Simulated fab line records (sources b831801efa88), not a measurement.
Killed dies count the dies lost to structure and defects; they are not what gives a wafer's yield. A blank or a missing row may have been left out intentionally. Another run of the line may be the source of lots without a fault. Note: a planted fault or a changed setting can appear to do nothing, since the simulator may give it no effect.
2 desks, one fault | flow sfq-line | every desk sees just its own numbers, and what lay behind them comes last

## THE METROLOGY DESK
What the gauges read, lot by lot, whatever tool the lot ran on: means of the sampled wafers that have a number. A lot is out of limits, marked OUT, if its mean lies more than 4 standard deviations from the usual mean; the brackets give that distance.
Columns: A = I7_BOW at SFQ_I7_BOW_MEAS_946, usual 10 um; B = I7_OVL at SFQ_I7_OVL_MEAS_947, usual -4 nm
lot  | first seen here | A  | B
L369 | day 75 01:14    | 20 | -5
L371 | day 77 09:52    | 19 | -10
L382 | day 78 15:45    | 14 | -3
L383 | day 79 08:20    | 8  | -4
L386 | day 79 15:29    | 14 | -4
L389 | day 80 00:29    | -4 | -5
This desk's finding: nothing out of limits on any of the 6 lots.

## FOR THE TOOL OWNER'S DESK: rie-diel-01
The tool's own readings at SFQ_TRILAYER_I7_VIA_BARC_OPEN_VIA_ETCH_260 (etches BARC in O2, target depth 125 nm, time 41.7 s): means of the sampled wafers that have a number, for each lot that ran on this tool. A lot is out of limits, marked OUT, if its mean lies more than 4 standard deviations from the usual mean; the brackets give that distance.
Columns: A = drypump-motor-current-A at SFQ_TRILAYER_I7_VIA_BARC_OPEN_VIA_ETCH_260, usual 5.7 A; B = oes-product-au at SFQ_TRILAYER_I7_VIA_BARC_OPEN_VIA_ETCH_260, usual 0.685 a.u.
lot  | first seen here | A   | B
L371 | day 77 13:28    | 6.3 | 0.685
L382 | day 78 21:18    | 6.3 | 0.687
L386 | day 80 05:34    | 6.2 | 0.686
This desk's finding: nothing out of limits on any of the 3 lots.

## PUT TOGETHER
From the metrology desk's view, nothing was out of limits.
Nothing out of limits was seen by the tool owner's desk.

## WHAT THE SIMULATOR HAD PUT IN
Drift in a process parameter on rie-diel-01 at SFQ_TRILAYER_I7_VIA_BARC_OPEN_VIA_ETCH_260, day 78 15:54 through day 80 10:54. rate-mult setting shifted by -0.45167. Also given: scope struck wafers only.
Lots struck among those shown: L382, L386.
